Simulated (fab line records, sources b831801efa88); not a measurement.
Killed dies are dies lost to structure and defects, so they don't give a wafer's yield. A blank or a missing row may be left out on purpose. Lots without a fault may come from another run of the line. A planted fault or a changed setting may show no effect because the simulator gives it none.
fab line records | flow sky130
record lots=11 wafers=33 last_day=49
route steps=708 shown METAL2@486 METAL3@535 PAD_OPEN@708
lots that met no fault: from a run of the same line without faults
start_h: hours from the record's first day to the start of the lot's first wafer shown | wait_h: hours since the lot's step before | " the same as in the row above | L1.1+2: a row that stands for several wafers | - no value, or no start given | * or withheld: withheld | < > ~ a bound
route shown NAME@n: a module of which the file shows steps, and the number in the route of the first | usual: mean/standard deviation of fault-free wafers | same: alike in all rows | chamber/n: place in a boat | sites: the reading at each site | _std_site: their standard deviation | _edge_site: outer sites' mean less inner sites' | radius_mm: how far each site lies from the wafer's centre | mask NAME#n: copy n | behind: the tool/chamber that last shaped the wafer | hold: why the lot was held/for how many hours/how that ended | device: the transistor (n, p or np) that didn't switch | end of line: the same wafers' tests at the end of the route | a step without rows: its recipe alone | killed: dies lost to structure and defects at the first sort, not the wafer's yield | map: a wafer's dies, x killed, . not, _ none there
set.NAME: the setting as run; set.NAME@STEP: as run at that earlier step | model.NAME: the simulator's own value behind a step, which no gauge read
steps of the route over a sample of lots; a table a step, a row a wafer
services: from which hour (start_h, from the record's first day; less than 0 if before it) a tool's chamber was out of use, for how many hours, and why
## steps
# step SKY_METAL2_SPUTTER_03
# recipe material=Ti target_thk_nm=5 power_w=3000 time_s=3.3 chamber_pressure_pa=0.4
# usual cathode_dc_power_W=3000.0/0.58 chamber_pressure_pa=0.4000/0.00086 throttle_valve_pct=30.2/1
# columns lot.wafer tool chamber start_h wait_h cathode_dc_power_W chamber_pressure_pa throttle_valve_pct
L238.2 pvd_sputter-02 - 786.54 0.0 2999.2 0.3994 30.0
L238.5 " - " " 2999.4 0.3995 31.1
L238.6 " - " " 2999.0 0.3998 30.0
L240.3 pvd_sputter-02 - 802.96 0.0 2999.7 0.3996 30.1
L240.4 " - " " 3000.4 0.3988 31.2
L240.5 " - " " 3000.5 0.3992 30.1
L242.1 pvd_sputter-01 - 820.60 0.0 2999.9 0.4008 30.1
L242.2 " - " " 3000.4 0.4003 31.6
L242.5 " - " " 2999.6 0.4002 29.6
L243.1 pvd_sputter-01 - 826.80 0.0 3001.7 0.4000 30.3
L243.2 " - " " 3001.3 0.4001 31.6
L243.3 " - " " 3000.8 0.4003 29.5
L244.1 pvd_sputter-02 - 836.65 0.0 2998.9 0.3995 31.0
L244.2 " - " " 3000.4 0.4008 30.6
L244.6 " - " " 2999.3 0.4000 29.9
L245.1 pvd_sputter-02 - 847.60 0.0 2999.6 0.3990 31.1
L245.2 " - " " 3000.1 0.4002 29.8
L245.5 " - " " 2999.5 0.3991 31.2
L253.4 pvd_sputter-04 - 908.96 0.0 3000.6 0.3998 31.4
L253.5 " - " " 3000.3 0.4004 29.0
L253.6 " - " " 2999.9 0.4007 28.2
L255.1 pvd_sputter-04 - 917.82 0.0 3000.6 0.4001 28.0
L255.2 " - " " 2999.8 0.4004 31.2
L255.5 " - " " 3000.5 0.3998 28.8
L257.1 pvd_sputter-04 - 937.59 0.0 3000.0 0.4002 29.0
L257.3 " - " " 2999.6 0.4004 30.2
L257.4 " - " " 3000.8 0.4006 31.3
L258.3 pvd_sputter-02 - 938.24 0.0 3000.1 0.4001 30.2
L258.4 " - " " 3000.1 0.3990 31.1
L258.6 " - " " 2999.3 0.4007 30.2
L259.2 pvd_sputter-04 - 946.26 0.0 3000.6 0.3997 29.0
L259.4 " - " " 2999.9 0.3996 28.3
L259.5 " - " " 2999.5 0.3997 28.2
# step SKY_METAL2_RS_MEAS_05
# recipe thk_meas_gauge=four-point-probe reads=TiN_of_METAL2_SPUTTER_04+Ti_of_METAL2_SPUTTER_03+AlCu_of_METAL2_SPUTTER_02+TiN_of_METAL2_SPUTTER_01+Ti_of_METAL2_SPUTTER_00
# usual METAL2_ALCU_RS=0.1262/0.0014
# columns lot.wafer tool chamber start_h wait_h METAL2_ALCU_RS[ohm/sq]
L238.2 film_metro-04 - 786.63 0.0 0.1258
L238.5 " - " " 0.1272
L238.6 " - " " 0.1259
L240.3 film_metro-03 - 803.06 0.1 0.1252
L240.4 " - " " 0.1268
L240.5 " - " " 0.1253
L242.1 film_metro-03 - 820.67 0.0 0.1287
L242.2 " - " " 0.1276
L242.5 " - " " 0.1267
L243.1 film_metro-04 - 826.87 0.0 0.1284
L243.2 " - " " 0.1256
L243.3 " - " " 0.1245
L244.1 film_metro-04 - 836.72 0.0 0.1256
L244.2 " - " " 0.1261
L244.6 " - " " 0.1240
L245.1 film_metro-03 - 847.67 0.0 0.1283
L245.2 " - " " 0.1253
L245.5 " - " " 0.1289
L253.4 film_metro-02 - 909.08 0.1 0.1253
L253.5 " - " " 0.1252
L253.6 " - " " 0.1247
L255.1 film_metro-02 - 917.89 0.0 0.1269
L255.2 " - " " 0.1252
L255.5 " - " " 0.1268
L257.1 film_metro-02 - 937.66 0.0 0.1275
L257.3 " - " " 0.1272
L257.4 " - " " 0.1266
L258.3 film_metro-03 - 938.35 0.1 0.1255
L258.4 " - " " 0.1286
L258.6 " - " " 0.1245
L259.2 film_metro-03 - 946.35 0.0 0.1262
L259.4 " - " " 0.1277
L259.5 " - " " 0.1267
# step SKY_METAL2_ETCH_18
# recipe chemistry=N2/H2 target=BARC ion_energy_ev=200 bias_w=100 pressure_mtorr=30 n2_flow_sccm=100 h2_flow_sccm=200 icp_w=500 stop_on=SiO2 time_s=45.9 target_depth_a=600
# usual drypump_motor_current_A=5.7/0.43 n2_flow_sccm=100.00/0.27 oes_product_au=0.856/0.0048 rf_fwd_power_W=495.2/2.5 throttle_valve_pct=13.225/0.0094
# columns lot.wafer tool chamber start_h wait_h drypump_motor_current_A n2_flow_sccm oes_product_au rf_fwd_power_W rf_hours_counter_h throttle_valve_pct
L238.2 rie_metal-01 0 813.64 0.0 5.1 100.30 0.854 492.9 3 13.224
L238.5 " 0 " " 5.1 100.29 0.858 492.5 - 13.230
L238.6 " 1 " " 6.0 100.08 0.855 496.1 - 13.230
L240.3 rie_metal-03 0 829.99 0.0 5.4 99.89 0.854 498.1 - 13.220
L240.4 " 1 " " 5.6 100.09 0.851 491.3 - 13.225
L240.5 " 0 " " 5.4 100.03 0.855 496.8 - 13.234
L242.1 rie_metal-01 0 848.15 0.0 5.1 100.09 0.850 494.5 4 13.239
L242.2 " 1 " " 6.0 100.02 0.860 499.2 15 13.244
L242.5 " 0 " " 5.1 99.64 0.846 495.1 - 13.216
L243.1 rie_metal-02 0 854.10 0.0 6.6 99.66 0.860 492.0 17 13.210
L243.2 " 1 " " 6.1 99.98 0.848 491.8 13 13.234
L243.3 " 0 " " 6.6 99.76 0.843 493.4 - 13.224
L244.1 rie_metal-03 0 863.88 0.1 5.4 99.87 0.864 494.9 9 13.217
L244.2 " 0 " " 5.4 100.00 0.853 494.7 - 13.226
L244.6 " 0 " " 5.4 99.71 0.850 496.7 - 13.221
L245.1 rie_metal-01 1 874.95 0.0 6.0 100.07 0.850 498.3 0 13.233
L245.2 " 0 " " 5.1 99.97 0.846 494.5 6 13.224
L245.5 " 1 " " 6.0 100.58 0.854 493.1 - 13.206
L253.4 rie_metal-02 0 934.52 0.0 6.5 100.50 0.856 494.5 - 13.231
L253.5 " 1 " " 6.1 99.76 0.858 494.8 - 13.213
L253.6 " 0 " " 6.6 100.31 0.856 496.8 - 13.222
L255.1 rie_metal-03 0 943.59 0.0 5.4 100.17 0.864 498.9 14 13.224
L255.2 " 1 " " 5.6 100.20 0.858 494.2 3 13.229
L255.5 " 1 " " 5.6 100.42 0.858 493.9 - 13.241
L257.1 rie_metal-03 1 962.05 0.0 5.7 99.55 0.867 492.3 4 13.210
L257.3 " 0 " " 5.4 99.97 0.859 496.0 - 13.217
L257.4 " 1 " " 5.6 99.56 0.860 491.7 - 13.229
L258.3 rie_metal-02 1 963.14 0.5 6.0 99.90 0.856 493.7 - 13.223
L258.4 " 0 " " 6.6 100.06 0.860 496.4 - 13.220
L258.6 " 1 " " 6.0 100.02 0.852 493.4 - 13.221
L259.2 rie_metal-01 1 970.70 0.0 6.0 100.53 0.865 497.1 6 13.230
L259.4 " 1 " " 6.0 100.75 0.859 497.7 - 13.216
L259.5 " 1 " " 6.0 100.38 0.860 498.4 - 13.225
# step SKY_METAL3_SPUTTER_03
# recipe material=Ti target_thk_nm=5 power_w=3000 time_s=3.3 chamber_pressure_pa=0.4
# usual cathode_dc_power_W=3000.0/0.57 chamber_pressure_pa=0.3999/0.00084 throttle_valve_pct=30.3/0.88
# columns lot.wafer tool chamber start_h wait_h cathode_dc_power_W chamber_pressure_pa throttle_valve_pct
L238.2 pvd_sputter-02 - 843.47 0.0 2999.9 0.4016 29.9
L238.5 " - " " 2998.9 0.4005 31.0
L238.6 " - " " 2999.8 0.4010 30.1
L240.3 pvd_sputter-02 - 858.63 0.0 2999.7 0.4003 30.1
L240.4 " - " " 3000.4 0.4000 30.7
L240.5 " - " " 2999.6 0.4007 30.0
L242.1 pvd_sputter-04 - 877.47 0.0 3000.8 0.4001 30.5
L242.2 " - " " 3000.5 0.4008 28.9
L242.5 " - " " 3000.0 0.3995 31.5
L243.1 pvd_sputter-02 - 883.22 0.0 2999.7 0.4854 28.3
L243.2 " - " " 3000.5 0.4824 27.2
L243.3 " - " " 3001.0 0.4847 27.9
L244.1 pvd_sputter-02 - 892.57 0.0 2999.9 0.4834 28.0
L244.2 " - " " 2999.2 0.4828 28.2
L244.6 " - " " 3000.2 0.4830 27.9
L245.1 pvd_sputter-02 - 903.36 0.0 2999.1 0.4837 28.4
L245.2 " - " " 3000.0 0.4841 27.1
L245.5 " - " " 3000.3 0.4832 28.5
L253.4 pvd_sputter-03 - 961.52 0.0 2999.3 0.4012 29.9
L253.5 " - " " 2999.8 0.3989 31.4
L253.6 " - " " 2999.5 0.4007 30.1
L255.1 pvd_sputter-02 - 970.38 0.0 2999.8 0.4004 30.0
L255.2 " - " " 2999.8 0.4015 30.0
L255.5 " - " " 3000.2 0.4016 29.9
L257.1 pvd_sputter-02 - 989.02 0.0 2999.4 0.3998 30.0
L257.3 " - " " 3000.5 0.4009 31.0
L257.4 " - " " 3000.2 0.3985 30.2
L258.3 pvd_sputter-02 - 989.95 0.0 2999.9 0.3989 30.2
L258.4 " - " " 3000.0 0.3981 29.8
L258.6 " - " " 3000.4 0.3993 29.9
L259.2 pvd_sputter-03 - 997.15 0.0 2999.7 0.4010 29.5
L259.4 " - " " 3000.2 0.4005 29.8
L259.5 " - " " 2999.9 0.4006 29.9
# step SKY_PAD_OPEN_PROBE_99
# usual defect_limited_yield=82.5/1.8 killed_at_M0_to_M3=42/6.6 killed_at_M4_up=3.0/1.8 killed_at_contacts=25/5.1 killed_at_front_end=15/4.4 killed_at_other=0.3/0.56 killed_dies=86/8.6 killed_open=47/6.9 killed_short=38/6 sort_bin_3_pad_short=0.8/0.42 sort_bin_5_function=10.6/1.5 sort_bin_6_memory=6.1/1.1 sort_n_pass=406/8.6 sort_yield_pct=82.5/1.8
# same gross_dies=492 killed_at_back_side=0 sort_bin_4_leakage[%]=0 sort_bin_8_speed[%]=0
# columns lot.wafer tool chamber start_h wait_h defect_limited_yield[%] killed_at_M0_to_M3 killed_at_M4_up killed_at_contacts killed_at_front_end killed_at_other killed_dies killed_open killed_short sort_bin_3_pad_short[%] sort_bin_5_function[%] sort_bin_6_memory[%] sort_n_pass sort_yield_pct[%]
L238.2 prober-01 - 1068.52 0.1 81.3 44 6 21 21 0 92 51 41 1.2 10.8 6.7 400 81.3
L238.5 prober-01 - 1068.67 0.2 83.7 35 4 25 16 0 80 47 33 0.8 8.7 6.7 412 83.7
L238.6 prober-01 - 1068.72 0.2 82.3 43 2 27 14 1 87 58 29 0.4 10.4 6.9 405 82.3
L253.4 prober-02 - 1162.03 0.2 81.3 46 6 20 20 0 92 42 50 1.2 11.8 5.7 400 81.3
L253.5 prober-02 - 1162.08 0.2 82.5 42 4 20 20 0 86 52 34 1.0 9.3 7.1 406 82.5
L253.6 prober-02 - 1162.13 0.2 78.5 52 2 26 26 0 106 55 50 0.8 13.4 7.3 386 78.5
L257.1 prober-02 - 1181.87 0.1 82.5 44 2 20 19 1 86 52 33 0.8 10.6 6.1 406 82.5
L257.3 prober-02 - 1181.97 0.2 84.8 26 1 32 16 0 75 41 34 0.2 10.2 4.9 417 84.8
L257.4 prober-02 - 1182.02 0.2 83.5 41 1 21 18 0 81 45 35 0.2 12.6 3.7 411 83.5
L259.2 prober-02 - 1187.64 0.1 80.5 47 2 31 16 0 96 50 46 1.2 10.8 7.5 396 80.5
L259.4 prober-02 - 1187.74 0.2 85.6 36 1 20 13 1 71 35 36 0.6 9.8 4.1 421 85.6
L259.5 prober-02 - 1187.79 0.2 79.3 54 1 32 15 0 102 63 39 0.8 13.6 6.3 390 79.3
# killed by level:class
L238.2 VIA1:geometric_particle:open=14 FIELD_ISO:geometric_particle:short=9 CONTACT:geometric_particle:open=9 LI_CONTACT:geometric_particle:open=6 VIA2:geometric_particle:open=6 POLY_GATE:geometric_particle:short=5 VIA3:geometric_particle:short=5 FIELD_ISO:geometric_particle:open=4
L238.5 CONTACT:geometric_particle:open=13 VIA1:geometric_particle:open=10 FIELD_ISO:geometric_particle:short=7 METAL1:geometric_particle:short=7 LI_CONTACT:geometric_particle:open=6 POLY_GATE:geometric_particle:open=4 VIA3:geometric_particle:open=4 VIA1:geometric_particle:short=3
L238.6 VIA1:geometric_particle:open=20 CONTACT:geometric_particle:open=12 LI_CONTACT:geometric_particle:open=7 VIA3:geometric_particle:open=6 LOCAL_INTERCONNECT:geometric_particle:short=4 VIA1:geometric_particle:short=4 VIA2:geometric_particle:open=4 FIELD_ISO:geometric_particle:short=3
L253.4 VIA1:geometric_particle:open=10 LI_CONTACT:geometric_particle:open=8 FIELD_ISO:geometric_particle:short=7 VIA3:geometric_particle:short=7 CONTACT:geometric_particle:short=6 METAL4:geometric_particle:short=6 METAL2:geometric_particle:short=6 VIA2:geometric_particle:open=5
L253.5 VIA1:geometric_particle:open=13 LI_CONTACT:geometric_particle:open=8 FIELD_ISO:geometric_particle:open=6 CONTACT:geometric_particle:open=6 VIA3:geometric_particle:open=6 FIELD_ISO:geometric_particle:short=5 METAL2:geometric_particle:short=4 VIA2:geometric_particle:open=4
L253.6 VIA2:geometric_particle:open=12 VIA3:geometric_particle:open=9 LOCAL_INTERCONNECT:geometric_particle:short=9 CONTACT:geometric_particle:open=9 VIA1:geometric_particle:short=7 FIELD_ISO:geometric_particle:open=6 POLY_GATE:geometric_particle:short=6 FIELD_ISO:geometric_particle:short=5
L257.1 VIA1:geometric_particle:open=11 POLY_GATE:geometric_particle:open=7 VIA3:geometric_particle:open=7 LI_CONTACT:geometric_particle:open=6 CONTACT:geometric_particle:open=6 METAL1:geometric_particle:short=6 VIA3:geometric_particle:short=6 VIA2:geometric_particle:open=5
L257.3 CONTACT:geometric_particle:open=13 CONTACT:geometric_particle:short=6 VIA3:geometric_particle:open=6 FIELD_ISO:geometric_particle:open=5 LI_CONTACT:geometric_particle:open=5 VIA1:geometric_particle:open=5 POLY_GATE:geometric_particle:short=4 LOCAL_INTERCONNECT:geometric_particle:short=4
L257.4 VIA1:geometric_particle:open=7 FIELD_ISO:geometric_particle:open=6 LOCAL_INTERCONNECT:geometric_particle:short=6 VIA3:geometric_particle:short=6 VIA1:geometric_particle:short=6 LI_CONTACT:geometric_particle:open=5 VIA2:geometric_particle:open=5 CONTACT:geometric_particle:open=5
L259.2 VIA1:geometric_particle:open=10 LI_CONTACT:geometric_particle:open=9 CONTACT:geometric_particle:open=8 VIA3:geometric_particle:open=8 FIELD_ISO:geometric_particle:short=7 CONTACT:geometric_particle:short=6 VIA2:geometric_particle:open=5 METAL2:geometric_particle:short=5
L259.4 VIA1:geometric_particle:open=10 CONTACT:geometric_particle:open=7 METAL1:geometric_particle:short=6 VIA2:geometric_particle:open=6 CONTACT:geometric_particle:short=5 LOCAL_INTERCONNECT:geometric_particle:short=5 FIELD_ISO:geometric_particle:short=4 METAL2:geometric_particle:short=4
L259.5 VIA1:geometric_particle:open=13 CONTACT:geometric_particle:open=12 VIA2:geometric_particle:open=10 LI_CONTACT:geometric_particle:open=7 VIA3:geometric_particle:open=7 CONTACT:geometric_particle:short=7 METAL2:geometric_particle:short=7 FIELD_ISO:geometric_particle:open=6
## services
# columns tool chamber start_h hours kind
rie_metal-01 - 762.70 1.4 repair
rie_metal-03 0 764.95 20.9 repair
pvd_sputter-02 - 768.60 6.7 repair
pvd_sputter-02 - 792.76 5.5 repair
pvd_sputter-04 - 824.54 15.2 repair
pvd_sputter-04 - 845.26 5.4 repair
pvd_sputter-04 - 848.16 11.0 repair
rie_metal-01 1 849.33 - clean
rie_metal-01 1 849.33 18.1 scheduled_down
rie_metal-01 1 849.33 18.1 vent_cycle
pvd_sputter-03 - 856.92 1.0 repair
rie_metal-03 1 861.91 - clean
rie_metal-03 1 861.91 14.5 scheduled_down
rie_metal-03 1 861.91 14.5 vent_cycle
rie_metal-02 - 861.96 14.6 pm
rie_metal-02 - 884.19 5.3 repair
rie_metal-02 - 898.65 2.8 pm
pvd_sputter-02 - 906.10 0.5 repair
rie_metal-03 - 911.11 2.8 pm
rie_metal-01 0 912.01 19.8 repair
pvd_sputter-03 - 916.19 1.5 repair
pvd_sputter-01 - 935.25 5.0 repair
rie_metal-01 - 974.02 67.0 repair
pvd_sputter-04 - 991.57 2.5 repair
## key
first_sign step=SKY_METAL3_SPUTTER_03 reading=chamber_pressure_pa direction=up sigmas=99+ usual=0.3999 struck=0.4836
effect step=SKY_METAL3_SPUTTER_03 reading=throttle_valve_pct direction=down sigmas=2.7 usual=30.3 struck=27.9
met_at SKY_METAL3_SPUTTER_03
struck_lots L243,L244,L245
not_acting_at SKY_METAL2_SPUTTER_03,SKY_METAL2_RS_MEAS_05,SKY_METAL2_ETCH_18
onset_between 858.63 883.22
fault kind=process_parameter_drift tool=pvd_sputter-02 chamber=- onset_h=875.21 steps=SKY_METAL3_SPUTTER_03 channel=chamber_pressure_pa offset=0.084026 shape=step end_h=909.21 acts_in=these_recipes_only stated=0.4
